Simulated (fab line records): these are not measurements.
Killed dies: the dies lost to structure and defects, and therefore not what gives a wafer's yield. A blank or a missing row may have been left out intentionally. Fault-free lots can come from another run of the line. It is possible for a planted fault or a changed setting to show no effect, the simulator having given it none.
fab line records -- flow gf180mcu
record: lots: 24, wafers: 72, last-day: 34
route steps=602 shown NWELL@52 SALICIDE@280 CONTACT@290 M1@329 V1@361 M2@364
lots untouched by any fault: they come from a run of this same line in which no faults occurred
start-h: start of the lot's first displayed wafer, in hours after the record's first day -- wait-h: time in hours since the lot's previous step -- " as in the row above -- L1.1+2: one row covering several wafers at once -- - no value, or no start given -- * or withheld: withheld -- < > ~ a bound
route shown NAME@n: NAME is a module with steps in the file, n the number in the route of the first one -- usual: average and standard deviation across the fault-free wafers -- same: alike in all rows -- chamber/n: place in a boat -- sites: each site's reading -- _std_site: how widely they spread, as a standard deviation -- _edge_site: mean of outer sites minus mean of inner sites -- radius-mm: how far each site lies from the wafer's centre -- mask NAME#n: copy n -- behind: the last tool/chamber to shape the wafer -- hold: why the lot was held/for how many hours/how that ended -- device: whichever transistor did not switch (one of n, p or np) -- end of line: the tests these same wafers got at the end of their route -- a step given without rows: its recipe and nothing more -- killed: dies that structure and defects cost at the first sort, which is not the same as the wafer's yield -- map: per-die view of a wafer (x killed, . not killed, _ where there is no die)
set.NAME: setting as actually run; set.NAME@STEP: the setting as run at that earlier step -- model.NAME: the simulator's own value behind a step, which no gauge read
a sample of lots followed through the steps of the route, with each step as a table and each wafer as a row
services: a tool's chamber out of use, with start hour (start-h, from the record's first day; less than 0 if before it), hours out, and reason
== steps ==
step: GF_NWELL_STRIP_10
recipe: chemistry: O2/N2, power-w: 1400, pressure-mtorr: 1500, platen-temp-c: 250, o2-flow-sccm: 3000, n2-flow-sccm: 300, overash-fraction: 0.5
usual: drypump-motor-current-A: 5.9/0.37, heater-power-w: 316/25, oes-product-au: 0.722/0.0042, strip-time-to-endpoint-s: 36.82/0.12
lot.wafer,tool,chamber,start-h,wait-h,drypump-motor-current-A,heater-power-w,oes-product-au,rf-hours-counter-h,strip-time-to-endpoint-s
L074.2,plasma-asher-01,0,59.53,0.1,5.9,274,0.724,27,36.69
L074.3,plasma-asher-01,0,59.53,0.1,5.8,275,0.718,-,36.70
L074.5,plasma-asher-01,1,59.53,0.1,5.4,314,0.716,-,36.79
L075.1,plasma-asher-02,1,64.23,0.1,5.7,338,0.729,41,36.89
L075.2,plasma-asher-02,0,64.23,0.1,6.5,307,0.717,41,36.94
L075.3,plasma-asher-02,1,64.23,0.1,5.7,351,0.724,-,36.96
L076.2,plasma-asher-01,0,70.08,0.1,5.9,278,0.716,28,36.89
L076.5,plasma-asher-01,0,70.08,0.1,5.9,266,0.720,-,36.81
L076.6,plasma-asher-01,1,70.08,0.1,5.4,305,0.722,-,36.86
L077.1,plasma-asher-02,1,76.41,0.1,5.7,338,0.727,42,37.02
L077.4,plasma-asher-02,0,76.41,0.1,6.5,314,0.728,-,37.04
L077.5,plasma-asher-02,0,76.41,0.1,6.6,315,0.722,-,36.99
L078.2,plasma-asher-02,1,79.41,0.1,5.7,347,0.726,43,36.99
L078.4,plasma-asher-02,0,79.41,0.1,6.5,313,0.716,-,37.03
L078.6,plasma-asher-02,1,79.41,0.1,5.7,350,0.730,-,36.97
L079.1,plasma-asher-02,0,83.27,0.1,6.5,307,0.725,43,36.70
L079.3,plasma-asher-02,0,83.27,0.1,6.6,313,0.723,-,36.74
L079.4,plasma-asher-02,1,83.27,0.1,5.7,353,0.717,-,36.71
L080.2,plasma-asher-01,1,91.06,0.1,5.4,303,0.728,30,36.52
L080.3,plasma-asher-01,0,91.06,0.1,5.9,272,0.723,-,36.63
L080.4,plasma-asher-01,1,91.06,0.1,5.4,307,0.723,-,36.63
L081.1,plasma-asher-04,0,96.41,0.1,5.8,319,0.718,41,36.68
L081.2,plasma-asher-04,1,96.41,0.1,5.9,333,0.722,41,36.79
L081.6,plasma-asher-04,1,96.41,0.1,5.9,337,0.723,-,36.74
L082.1,plasma-asher-04,0,98.92,0.1,5.8,326,0.718,41,36.65
L082.3,plasma-asher-04,0,98.92,0.1,5.9,318,0.734,-,36.61
L082.4,plasma-asher-04,1,98.92,0.1,5.9,332,0.716,-,36.52
L083.1,plasma-asher-04,1,104.57,0.1,5.9,333,0.730,42,36.74
L083.4,plasma-asher-04,1,104.57,0.1,5.9,332,0.721,-,36.84
L083.5,plasma-asher-04,0,104.57,0.1,5.8,322,0.721,-,36.76
L084.1,plasma-asher-02,0,112.73,0.1,6.5,314,0.721,46,36.95
L084.3,plasma-asher-02,1,112.73,0.1,5.7,356,0.721,-,36.88
L084.4,plasma-asher-02,0,112.73,0.1,6.5,313,0.722,-,36.92
L085.2,plasma-asher-01,0,117.68,0.1,5.9,272,0.724,33,36.76
L085.5,plasma-asher-01,1,117.68,0.1,5.4,300,0.712,-,36.81
L085.6,plasma-asher-01,0,117.68,0.1,5.9,273,0.729,-,36.77
L086.1,plasma-asher-02,0,123.27,0.1,6.6,309,0.722,47,36.92
L086.3,plasma-asher-02,0,123.27,0.1,6.6,318,0.730,-,36.91
L086.5,plasma-asher-02,1,123.27,0.1,5.7,348,0.716,-,36.88
L087.1,plasma-asher-04,1,127.88,0.1,5.9,331,0.725,45,36.71
L087.3,plasma-asher-04,1,127.88,0.1,5.9,330,0.730,-,36.86
L087.4,plasma-asher-04,0,127.88,0.1,5.8,320,0.720,-,36.87
L088.1,plasma-asher-01,0,133.77,0.1,5.8,271,0.725,35,36.71
L088.3,plasma-asher-01,0,133.77,0.1,5.8,273,0.715,-,36.77
L088.6,plasma-asher-01,1,133.77,0.1,5.4,298,0.720,-,36.70
L089.1,plasma-asher-01,0,139.87,0.1,5.9,277,0.710,36,36.77
L089.3,plasma-asher-01,1,139.87,0.1,5.4,304,0.723,-,36.79
L089.6,plasma-asher-01,1,139.87,0.1,5.4,302,0.712,-,36.81
L090.3,plasma-asher-01,1,144.61,0.1,5.4,305,0.723,-,36.84
L090.4,plasma-asher-01,0,144.61,0.1,5.8,272,0.722,-,36.86
L090.5,plasma-asher-01,0,144.61,0.1,5.8,273,0.722,-,36.95
L091.3,plasma-asher-04,0,150.66,0.1,5.8,322,0.724,-,36.85
L091.4,plasma-asher-04,1,150.66,0.1,5.9,332,0.720,-,36.84
L091.6,plasma-asher-04,0,150.66,0.1,5.8,325,0.721,-,36.81
L092.3,plasma-asher-04,1,156.11,0.1,5.9,343,0.718,-,37.01
L092.5,plasma-asher-04,0,156.11,0.1,5.8,328,0.726,-,36.98
L092.6,plasma-asher-04,1,156.11,0.1,5.9,337,0.724,-,37.08
L093.2,plasma-asher-02,1,160.23,0.1,5.7,346,0.720,51,36.80
L093.5,plasma-asher-02,0,160.23,0.1,6.5,309,0.725,-,36.88
L093.6,plasma-asher-02,1,160.23,0.1,5.7,347,0.727,-,36.89
L094.1,plasma-asher-01,1,165.26,0.1,5.4,295,0.721,38,36.67
L094.4,plasma-asher-01,1,165.26,0.1,5.4,305,0.728,-,36.87
L094.5,plasma-asher-01,0,165.26,0.1,5.9,268,0.718,-,36.79
L095.4,plasma-asher-02,0,170.64,0.1,6.5,313,0.719,-,36.85
L095.5,plasma-asher-02,0,170.64,0.1,6.5,313,0.715,-,36.91
L095.6,plasma-asher-02,1,170.64,0.1,5.7,355,0.722,-,36.72
L096.1,plasma-asher-02,0,176.93,0.1,6.5,311,0.717,52,36.93
L096.3,plasma-asher-02,1,176.93,0.1,5.7,342,0.726,-,36.95
L096.6,plasma-asher-02,0,176.93,0.1,6.5,307,0.721,-,36.91
L097.1,plasma-asher-02,1,181.43,0.1,5.7,345,0.717,53,36.78
L097.2,plasma-asher-02,0,181.43,0.1,6.5,314,0.715,53,36.88
L097.3,plasma-asher-02,0,181.43,0.1,6.5,303,0.722,-,36.81
step: GF_SALICIDE_SPUTTER_02
recipe: material: Co, target-thk-nm: 10, power-w: 1000, time-s: 20, chamber-pressure-pa: 0.4
usual: throttle-valve-pct: 30.5/1.1
lot.wafer,tool,chamber,start-h,wait-h,throttle-valve-pct
L074.2,pvd-sputter-01,-,350.73,0.0,30.5
L074.3,pvd-sputter-01,-,350.73,0.0,30.6
L074.5,pvd-sputter-01,-,350.73,0.0,29.5
L075.1,pvd-sputter-04,-,355.62,0.0,30.0
L075.2,pvd-sputter-04,-,355.62,0.0,29.8
L075.3,pvd-sputter-04,-,355.62,0.0,28.9
L076.2,pvd-sputter-04,-,365.83,0.0,33.4
L076.5,pvd-sputter-04,-,365.83,0.0,29.8
L076.6,pvd-sputter-04,-,365.83,0.0,33.5
L077.1,pvd-sputter-04,-,379.03,0.0,33.2
L077.4,pvd-sputter-04,-,379.03,0.0,29.1
L077.5,pvd-sputter-04,-,379.03,0.0,29.8
L078.2,pvd-sputter-01,-,383.73,0.0,29.8
L078.4,pvd-sputter-01,-,383.73,0.0,30.9
L078.6,pvd-sputter-01,-,383.73,0.0,29.6
L079.1,pvd-sputter-03,-,387.64,0.0,29.5
L079.3,pvd-sputter-03,-,387.64,0.0,30.9
L079.4,pvd-sputter-03,-,387.64,0.0,31.2
L081.1,pvd-sputter-04,-,409.76,0.0,29.0
L081.2,pvd-sputter-04,-,409.76,0.0,33.1
L081.6,pvd-sputter-04,-,409.76,0.0,28.9
L080.2,pvd-sputter-04,-,410.58,0.0,29.7
L080.3,pvd-sputter-04,-,410.58,0.0,30.5
L080.4,pvd-sputter-04,-,410.58,0.0,29.0
L082.1,pvd-sputter-04,-,417.14,0.0,30.0
L082.3,pvd-sputter-04,-,417.14,0.0,33.1
L082.4,pvd-sputter-04,-,417.14,0.0,29.3
L083.1,pvd-sputter-03,-,421.74,0.0,30.9
L083.4,pvd-sputter-03,-,421.74,0.0,29.8
L083.5,pvd-sputter-03,-,421.74,0.0,30.9
L084.1,pvd-sputter-04,-,445.58,0.0,29.1
L084.3,pvd-sputter-04,-,445.58,0.0,30.1
L084.4,pvd-sputter-04,-,445.58,0.0,33.1
L085.2,pvd-sputter-01,-,447.48,0.0,30.5
L085.5,pvd-sputter-01,-,447.48,0.0,31.0
L085.6,pvd-sputter-01,-,447.48,0.0,30.6
L086.1,pvd-sputter-03,-,455.24,0.0,29.4
L086.3,pvd-sputter-03,-,455.24,0.0,31.0
L086.5,pvd-sputter-03,-,455.24,0.0,31.5
L087.1,pvd-sputter-01,-,465.39,0.0,30.9
L087.3,pvd-sputter-01,-,465.39,0.0,29.6
L087.4,pvd-sputter-01,-,465.39,0.0,31.0
L088.1,pvd-sputter-04,-,472.44,0.0,29.8
L088.3,pvd-sputter-04,-,472.44,0.0,28.8
L088.6,pvd-sputter-04,-,472.44,0.0,29.2
L089.1,pvd-sputter-03,-,478.99,0.0,30.8
L089.3,pvd-sputter-03,-,478.99,0.0,29.4
L089.6,pvd-sputter-03,-,478.99,0.0,30.8
L090.3,pvd-sputter-03,-,486.58,0.0,29.7
L090.4,pvd-sputter-03,-,486.58,0.0,31.1
L090.5,pvd-sputter-03,-,486.58,0.0,29.5
L091.3,pvd-sputter-01,-,495.84,0.0,30.5
L091.4,pvd-sputter-01,-,495.84,0.0,30.6
L091.6,pvd-sputter-01,-,495.84,0.0,30.6
L092.3,pvd-sputter-01,-,507.58,0.0,29.8
L092.5,pvd-sputter-01,-,507.58,0.0,29.6
L092.6,pvd-sputter-01,-,507.58,0.0,30.5
L093.2,pvd-sputter-01,-,510.52,0.0,30.7
L093.5,pvd-sputter-01,-,510.52,0.0,29.8
L093.6,pvd-sputter-01,-,510.52,0.0,30.7
L094.1,pvd-sputter-04,-,517.35,0.0,30.3
L094.4,pvd-sputter-04,-,517.35,0.0,33.4
L094.5,pvd-sputter-04,-,517.35,0.0,29.9
L095.4,pvd-sputter-01,-,524.23,0.0,30.7
L095.5,pvd-sputter-01,-,524.23,0.0,30.8
L095.6,pvd-sputter-01,-,524.23,0.0,30.3
L096.1,pvd-sputter-04,-,531.39,0.0,30.5
L096.3,pvd-sputter-04,-,531.39,0.0,30.0
L096.6,pvd-sputter-04,-,531.39,0.0,33.5
L097.1,pvd-sputter-03,-,535.13,0.0,31.0
L097.2,pvd-sputter-03,-,535.13,0.0,31.3
L097.3,pvd-sputter-03,-,535.13,0.0,30.6
step: GF_CONTACT_THK_MEAS_03
recipe: reads: SiO2_of_CONTACT_CVD_02
usual: CONTACT_CVD_02_THK: 849/12
lot.wafer,tool,chamber,start-h,wait-h,CONTACT_CVD_02_THK[nm]
L074.2,film-metro-02,-,351.45,0.0,832
L074.3,film-metro-02,-,351.45,0.0,833
L074.5,film-metro-02,-,351.45,0.0,849
L075.1,film-metro-01,-,356.32,0.0,841
L075.2,film-metro-01,-,356.32,0.0,841
L075.3,film-metro-01,-,356.32,0.0,832
L076.2,film-metro-04,-,366.54,0.0,845
L076.5,film-metro-04,-,366.54,0.0,863
L076.6,film-metro-04,-,366.54,0.0,851
L077.1,film-metro-01,-,379.73,0.0,859
L077.4,film-metro-01,-,379.73,0.0,862
L077.5,film-metro-01,-,379.73,0.0,873
L078.2,film-metro-02,-,384.44,0.0,852
L078.4,film-metro-02,-,384.44,0.0,837
L078.6,film-metro-02,-,384.44,0.0,845
L079.1,film-metro-01,-,388.34,0.0,846
L079.3,film-metro-01,-,388.34,0.0,846
L079.4,film-metro-01,-,388.34,0.0,871
L081.1,film-metro-04,-,410.47,0.0,835
L081.2,film-metro-04,-,410.47,0.0,851
L081.6,film-metro-04,-,410.47,0.0,855
L080.2,film-metro-02,-,411.30,0.0,849
L080.3,film-metro-02,-,411.30,0.0,845
L080.4,film-metro-02,-,411.30,0.0,862
L082.1,film-metro-02,-,417.84,0.0,853
L082.3,film-metro-02,-,417.84,0.0,835
L082.4,film-metro-02,-,417.84,0.0,843
L083.1,film-metro-04,-,422.45,0.0,830
L083.4,film-metro-04,-,422.45,0.0,834
L083.5,film-metro-04,-,422.45,0.0,843
L084.1,film-metro-02,-,446.28,0.0,835
L084.3,film-metro-02,-,446.28,0.0,857
L084.4,film-metro-02,-,446.28,0.0,872
L085.2,film-metro-01,-,448.19,0.0,851
L085.5,film-metro-01,-,448.19,0.0,865
L085.6,film-metro-01,-,448.19,0.0,859
L086.1,film-metro-04,-,455.94,0.0,859
L086.3,film-metro-04,-,455.94,0.0,830
L086.5,film-metro-04,-,455.94,0.0,865
L087.1,film-metro-02,-,466.09,0.0,840
L087.3,film-metro-02,-,466.09,0.0,845
L087.4,film-metro-02,-,466.09,0.0,853
L088.1,film-metro-04,-,473.14,0.0,838
L088.3,film-metro-04,-,473.14,0.0,820
L088.6,film-metro-04,-,473.14,0.0,835
L089.1,film-metro-02,-,479.69,0.0,836
L089.3,film-metro-02,-,479.69,0.0,844
L089.6,film-metro-02,-,479.69,0.0,848
L090.3,film-metro-01,-,487.30,0.1,845
L090.4,film-metro-01,-,487.30,0.1,853
L090.5,film-metro-01,-,487.30,0.1,859
L091.3,film-metro-04,-,496.56,0.1,837
L091.4,film-metro-04,-,496.56,0.1,844
L091.6,film-metro-04,-,496.56,0.1,853
L092.3,film-metro-02,-,508.57,0.1,849
L092.5,film-metro-02,-,508.57,0.1,857
L092.6,film-metro-02,-,508.57,0.1,871
L093.2,film-metro-01,-,511.23,0.0,854
L093.5,film-metro-01,-,511.23,0.0,858
L093.6,film-metro-01,-,511.23,0.0,869
L094.1,film-metro-04,-,518.05,0.0,834
L094.4,film-metro-04,-,518.05,0.0,861
L094.5,film-metro-04,-,518.05,0.0,858
L095.4,film-metro-01,-,524.96,0.0,865
L095.5,film-metro-01,-,524.96,0.0,863
L095.6,film-metro-01,-,524.96,0.0,858
L096.1,film-metro-02,-,532.09,0.0,842
L096.3,film-metro-02,-,532.09,0.0,855
L096.6,film-metro-02,-,532.09,0.0,873
L097.1,film-metro-01,-,535.84,0.0,820
L097.2,film-metro-01,-,535.84,0.0,848
L097.3,film-metro-01,-,535.84,0.0,842
step: GF_M1_CD_MEAS_14
recipe: target-cd-nm: 230
usual: cd-nm: 229.6/1.3
lot.wafer,tool,chamber,start-h,wait-h,cd-nm
L074.2,cd-sem-01,-,398.29,0.1,229.8
L074.3,cd-sem-01,-,398.29,0.1,228.7
L074.5,cd-sem-01,-,398.29,0.1,230.1
L075.1,cd-sem-02,-,403.97,0.1,227.6
L075.2,cd-sem-02,-,403.97,0.1,227.9
L075.3,cd-sem-02,-,403.97,0.1,226.9
L076.2,cd-sem-01,-,413.99,0.1,231.7
L076.5,cd-sem-01,-,413.99,0.1,231.8
L076.6,cd-sem-01,-,413.99,0.1,231.9
L077.1,cd-sem-01,-,428.73,0.1,229.8
L077.4,cd-sem-01,-,428.73,0.1,228.8
L077.5,cd-sem-01,-,428.73,0.1,229.9
L078.2,cd-sem-01,-,434.34,0.1,227.1
L078.4,cd-sem-01,-,434.34,0.1,228.3
L078.6,cd-sem-01,-,434.34,0.1,227.9
L079.1,cd-sem-02,-,438.03,0.1,230.4
L079.3,cd-sem-02,-,438.03,0.1,230.9
L079.4,cd-sem-02,-,438.03,0.1,230.2
L081.1,cd-sem-02,-,462.27,0.1,229.7
L081.2,cd-sem-02,-,462.27,0.1,231.3
L081.6,cd-sem-02,-,462.27,0.1,230.4
L080.2,cd-sem-01,-,462.51,0.1,229.1
L080.3,cd-sem-01,-,462.51,0.1,229.2
L080.4,cd-sem-01,-,462.51,0.1,228.2
L082.1,cd-sem-01,-,468.34,0.1,228.1
L082.3,cd-sem-01,-,468.34,0.1,228.9
L082.4,cd-sem-01,-,468.34,0.1,228.1
L083.1,cd-sem-01,-,473.32,0.1,229.0
L083.4,cd-sem-01,-,473.32,0.1,228.9
L083.5,cd-sem-01,-,473.32,0.1,229.0
L084.1,cd-sem-02,-,496.73,0.1,230.0
L084.3,cd-sem-02,-,496.73,0.1,229.6
L084.4,cd-sem-02,-,496.73,0.1,229.3
L085.2,cd-sem-01,-,499.19,0.1,230.8
L085.5,cd-sem-01,-,499.19,0.1,230.1
L085.6,cd-sem-01,-,499.19,0.1,231.0
L086.1,cd-sem-01,-,505.97,0.1,228.3
L086.3,cd-sem-01,-,505.97,0.1,227.6
L086.5,cd-sem-01,-,505.97,0.1,227.9
L087.1,cd-sem-01,-,515.33,0.1,228.9
L087.3,cd-sem-01,-,515.33,0.1,229.0
L087.4,cd-sem-01,-,515.33,0.1,228.8
L088.1,cd-sem-02,-,523.29,0.1,229.9
L088.3,cd-sem-02,-,523.29,0.1,229.2
L088.6,cd-sem-02,-,523.29,0.1,230.9
L089.1,cd-sem-02,-,528.94,0.1,231.5
L089.3,cd-sem-02,-,528.94,0.1,231.3
L089.6,cd-sem-02,-,528.94,0.1,230.5
L090.3,cd-sem-02,-,536.96,0.1,228.7
L090.4,cd-sem-02,-,536.96,0.1,228.7
L090.5,cd-sem-02,-,536.96,0.1,228.8
L091.3,cd-sem-01,-,545.33,0.1,231.2
L091.4,cd-sem-01,-,545.33,0.1,230.0
L091.6,cd-sem-01,-,545.33,0.1,232.2
L092.3,cd-sem-02,-,556.28,0.1,228.8
L092.5,cd-sem-02,-,556.28,0.1,229.8
L092.6,cd-sem-02,-,556.28,0.1,230.7
L093.2,cd-sem-02,-,558.59,0.1,232.1
L093.5,cd-sem-02,-,558.59,0.1,231.0
L093.6,cd-sem-02,-,558.59,0.1,231.1
L094.1,cd-sem-01,-,563.18,0.1,230.0
L094.4,cd-sem-01,-,563.18,0.1,231.9
L094.5,cd-sem-01,-,563.18,0.1,231.6
L095.4,cd-sem-01,-,571.39,0.1,228.0
L095.5,cd-sem-01,-,571.39,0.1,229.3
L095.6,cd-sem-01,-,571.39,0.1,228.9
L096.1,cd-sem-02,-,579.22,0.1,228.0
L096.3,cd-sem-02,-,579.22,0.1,227.9
L096.6,cd-sem-02,-,579.22,0.1,228.7
L097.1,cd-sem-02,-,581.73,0.1,231.1
L097.2,cd-sem-02,-,581.73,0.1,230.9
L097.3,cd-sem-02,-,581.73,0.1,230.8
step: GF_V1_CMP_26
recipe: stop-on: SiO2, down-force-psi: 3.5, platen-rpm: 60, t-overpolish-s: 15, target-thk-nm: 0, pad-velocity-m-s: 0.94248
usual: motor-current-A: 10.4/0.86, overpolish-run-s: 15.000/0.0089, time-to-endpoint-s: 82/4.1
lot.wafer,tool,chamber,start-h,wait-h,motor-current-A,overpolish-run-s,time-to-endpoint-s
L074.3,cmp-02,2,424.71,0.1,10.6,15.008,85
L074.2,cmp-02,3,424.71,0.1,10.9,14.996,85
L074.5,cmp-02,1,424.71,0.1,12.2,15.011,88
L075.1,cmp-01,2,430.95,0.1,10.3,15.010,86
L075.2,cmp-01,3,430.95,0.1,11.2,14.986,80
L075.3,cmp-01,1,430.95,0.1,10.2,15.011,81
L076.2,cmp-01,1,441.63,0.0,11.0,15.007,78
L076.5,cmp-01,1,441.63,0.0,10.5,15.017,78
L076.6,cmp-01,2,441.63,0.0,10.0,15.004,79
L077.4,cmp-01,3,456.65,0.3,10.7,15.014,81
L077.1,cmp-01,1,456.65,0.3,10.4,15.009,81
L077.5,cmp-01,2,456.65,0.3,9.9,15.012,85
L078.2,cmp-02,2,461.45,0.0,10.7,14.996,88
L078.4,cmp-02,3,461.45,0.0,10.0,15.006,88
L078.6,cmp-02,2,461.45,0.0,10.1,15.006,90
L079.4,cmp-02,0,464.94,0.0,10.8,14.994,88
L079.1,cmp-02,1,464.94,0.0,12.5,14.992,89
L079.3,cmp-02,2,464.94,0.0,11.0,14.998,85
L081.2,cmp-01,0,489.46,0.0,8.7,15.000,81
L081.1,cmp-01,3,489.46,0.0,11.1,15.007,81
L081.6,cmp-01,1,489.46,0.0,10.7,15.000,75
L080.3,cmp-01,1,489.76,0.3,10.6,15.004,76
L080.2,cmp-01,2,489.76,0.3,9.7,15.007,76
L080.4,cmp-01,0,489.76,0.3,9.2,15.014,76
L082.4,cmp-02,2,495.09,0.0,10.4,15.010,85
L082.3,cmp-02,0,495.09,0.0,11.4,15.006,87
L082.1,cmp-02,1,495.09,0.0,12.2,15.005,87
L083.1,cmp-02,1,500.13,0.1,12.1,14.996,84
L083.4,cmp-02,3,500.13,0.1,10.3,14.999,82
L083.5,cmp-02,2,500.13,0.1,10.3,15.004,80
L084.3,cmp-01,2,523.00,0.0,9.5,14.999,83
L084.4,cmp-01,0,523.00,0.0,8.7,15.000,79
L084.1,cmp-01,1,523.00,0.0,11.0,14.972,84
L085.2,cmp-02,3,526.14,0.2,11.4,14.991,79
L085.5,cmp-02,0,526.14,0.2,10.9,14.987,83
L085.6,cmp-02,1,526.14,0.2,12.6,14.997,87
L086.1,cmp-01,1,532.42,0.1,10.3,15.005,80
L086.3,cmp-01,2,532.42,0.1,10.3,14.993,84
L086.5,cmp-01,2,532.42,0.1,9.5,14.991,83
L087.1,cmp-01,2,541.12,0.1,10.0,15.003,83
L087.4,cmp-01,0,541.12,0.1,9.0,14.997,83
L087.3,cmp-01,1,541.12,0.1,10.6,14.989,78
L088.1,cmp-01,0,549.15,0.1,8.9,14.993,81
L088.3,cmp-01,3,549.15,0.1,10.7,14.982,78
L088.6,cmp-01,0,549.15,0.1,9.0,14.995,83
L089.1,cmp-01,0,554.55,0.1,8.8,14.997,79
L089.3,cmp-01,1,554.55,0.1,10.9,14.996,76
L089.6,cmp-01,3,554.55,0.1,11.7,14.999,78
L090.4,cmp-01,2,560.74,0.0,9.9,15.000,83
L090.3,cmp-01,0,560.74,0.0,9.3,14.983,86
L090.5,cmp-01,3,560.74,0.0,11.0,14.982,80
L091.4,cmp-02,3,578.94,0.3,10.7,15.011,79
L091.3,cmp-02,0,578.94,0.3,11.2,14.996,91
L091.6,cmp-02,2,578.94,0.3,10.4,15.001,85
L092.3,cmp-01,0,582.02,0.8,9.3,14.993,78
L092.5,cmp-01,1,582.02,0.8,10.3,14.993,79
L092.6,cmp-01,2,582.02,0.8,10.0,15.013,81
L093.2,cmp-01,2,582.80,0.1,9.8,14.989,78
L093.6,cmp-01,1,582.80,0.1,11.1,15.005,78
L093.5,cmp-01,2,582.80,0.1,9.9,14.995,80
L094.1,cmp-01,0,588.44,0.1,8.8,14.992,72
L094.4,cmp-01,3,588.44,0.1,10.9,15.000,75
L094.5,cmp-01,0,588.44,0.1,8.9,14.991,78
L095.4,cmp-01,0,595.75,0.2,9.6,14.990,79
L095.5,cmp-01,1,595.75,0.2,10.7,15.003,78
L095.6,cmp-01,2,595.75,0.2,9.6,15.007,80
L096.1,cmp-01,0,603.87,0.1,9.0,14.995,82
L096.3,cmp-01,3,603.87,0.1,11.4,15.008,85
L096.6,cmp-01,1,603.87,0.1,11.0,14.988,87
L097.2,cmp-01,2,606.18,0.0,9.8,15.003,82
L097.1,cmp-01,0,606.18,0.0,9.4,14.991,84
L097.3,cmp-01,1,606.18,0.0,10.8,15.002,80
step: GF_M2_SPUTTER_02
recipe: material: AlCu, target-thk-nm: 450, power-w: 10600, time-s: 23.9, chamber-pressure-pa: 0.4
usual: throttle-valve-pct: 30.6/1.2
lot.wafer,tool,chamber,start-h,wait-h,throttle-valve-pct
L074.2,pvd-sputter-01,-,425.04,0.0,30.5
L074.3,pvd-sputter-01,-,425.04,0.0,31.0
L074.5,pvd-sputter-01,-,425.04,0.0,30.6
L075.1,pvd-sputter-01,-,431.38,0.0,29.8
L075.2,pvd-sputter-01,-,431.38,0.0,30.5
L075.3,pvd-sputter-01,-,431.38,0.0,30.7
L076.2,pvd-sputter-03,-,442.06,0.0,30.9
L076.5,pvd-sputter-03,-,442.06,0.0,29.2
L076.6,pvd-sputter-03,-,442.06,0.0,30.7
L077.1,pvd-sputter-03,-,457.03,0.0,30.7
L077.4,pvd-sputter-03,-,457.03,0.0,30.7
L077.5,pvd-sputter-03,-,457.03,0.0,31.3
L078.2,pvd-sputter-03,-,461.88,0.0,30.7
L078.4,pvd-sputter-03,-,461.88,0.0,29.6
L078.6,pvd-sputter-03,-,461.88,0.0,31.4
L079.1,pvd-sputter-03,-,465.37,0.0,31.4
L079.3,pvd-sputter-03,-,465.37,0.0,30.9
L079.4,pvd-sputter-03,-,465.37,0.0,29.5
L081.1,pvd-sputter-04,-,489.89,0.0,29.8
L081.2,pvd-sputter-04,-,489.89,0.0,29.0
L081.6,pvd-sputter-04,-,489.89,0.0,33.2
L080.2,pvd-sputter-01,-,490.19,0.0,30.7
L080.3,pvd-sputter-01,-,490.19,0.0,29.8
L080.4,pvd-sputter-01,-,490.19,0.0,30.2
L082.1,pvd-sputter-04,-,495.52,0.0,33.6
L082.3,pvd-sputter-04,-,495.52,0.0,29.8
L082.4,pvd-sputter-04,-,495.52,0.0,30.3
L083.1,pvd-sputter-01,-,500.56,0.0,30.0
L083.4,pvd-sputter-01,-,500.56,0.0,29.5
L083.5,pvd-sputter-01,-,500.56,0.0,30.7
L084.1,pvd-sputter-03,-,523.43,0.0,31.0
L084.3,pvd-sputter-03,-,523.43,0.0,29.4
L084.4,pvd-sputter-03,-,523.43,0.0,31.3
L085.2,pvd-sputter-04,-,526.42,0.0,33.1
L085.5,pvd-sputter-04,-,526.42,0.0,29.1
L085.6,pvd-sputter-04,-,526.42,0.0,29.9
L086.1,pvd-sputter-01,-,532.85,0.0,29.7
L086.3,pvd-sputter-01,-,532.85,0.0,30.6
L086.5,pvd-sputter-01,-,532.85,0.0,30.7
L087.1,pvd-sputter-01,-,541.55,0.0,30.7
L087.3,pvd-sputter-01,-,541.55,0.0,29.7
L087.4,pvd-sputter-01,-,541.55,0.0,30.9
L088.1,pvd-sputter-01,-,549.58,0.0,30.3
L088.3,pvd-sputter-01,-,549.58,0.0,30.6
L088.6,pvd-sputter-01,-,549.58,0.0,30.5
L089.1,pvd-sputter-03,-,554.88,0.0,31.0
L089.3,pvd-sputter-03,-,554.88,0.0,31.4
L089.6,pvd-sputter-03,-,554.88,0.0,31.0
L090.3,pvd-sputter-03,-,561.17,0.0,31.4
L090.4,pvd-sputter-03,-,561.17,0.0,29.3
L090.5,pvd-sputter-03,-,561.17,0.0,31.4
L091.3,pvd-sputter-04,-,579.45,0.0,30.4
L091.4,pvd-sputter-04,-,579.45,0.0,33.5
L091.6,pvd-sputter-04,-,579.45,0.0,30.4
L092.3,pvd-sputter-04,-,582.30,0.0,29.6
L092.5,pvd-sputter-04,-,582.30,0.0,30.2
L092.6,pvd-sputter-04,-,582.30,0.0,33.4
L093.2,pvd-sputter-04,-,583.18,0.0,33.5
L093.5,pvd-sputter-04,-,583.18,0.0,30.1
L093.6,pvd-sputter-04,-,583.18,0.0,33.5
L094.1,pvd-sputter-04,-,588.87,0.0,30.0
L094.4,pvd-sputter-04,-,588.87,0.0,29.7
L094.5,pvd-sputter-04,-,588.87,0.0,33.6
L095.4,pvd-sputter-03,-,596.03,0.0,31.4
L095.5,pvd-sputter-03,-,596.03,0.0,31.2
L095.6,pvd-sputter-03,-,596.03,0.0,30.7
L096.1,pvd-sputter-04,-,604.30,0.0,29.2
L096.3,pvd-sputter-04,-,604.30,0.0,30.4
L096.6,pvd-sputter-04,-,604.30,0.0,29.9
L097.1,pvd-sputter-04,-,606.61,0.0,29.7
L097.2,pvd-sputter-04,-,606.61,0.0,30.2
L097.3,pvd-sputter-04,-,606.61,0.0,33.6
== services ==
tool,chamber,start-h,hours,kind
pvd-sputter-04,-,131.88,2.9,repair
cmp-01,-,131.96,7.8,pm
pvd-sputter-03,-,152.59,1.2,repair
plasma-asher-01,-,204.14,14.6,pm
pvd-sputter-04,-,208.29,0.8,repair
pvd-sputter-04,-,214.78,1.3,repair
cmp-01,-,226.89,10.4,pm
cmp-01,-,237.27,4.0,pm
plasma-asher-02,-,265.92,1.6,repair
cmp-01,-,266.58,1.9,repair
cmp-01,-,272.98,0.9,repair
cmp-01,-,274.14,1.7,repair
pvd-sputter-03,-,418.68,2.6,repair
plasma-asher-02,-,421.25,9.0,pm
cmp-01,-,465.75,3.0,repair
pvd-sputter-04,-,477.70,3.3,repair
plasma-asher-02,-,487.26,3.5,repair
cmp-01,-,500.96,4.2,pm
cmp-01,-,505.15,8.2,pm
cmp-01,-,517.94,0.9,repair
pvd-sputter-01,-,557.31,3.1,repair
plasma-asher-02,-,571.08,1.4,repair
cmp-01,-,577.27,4.0,pm
pvd-sputter-01,-,588.58,15.1,repair
== key ==
fault none
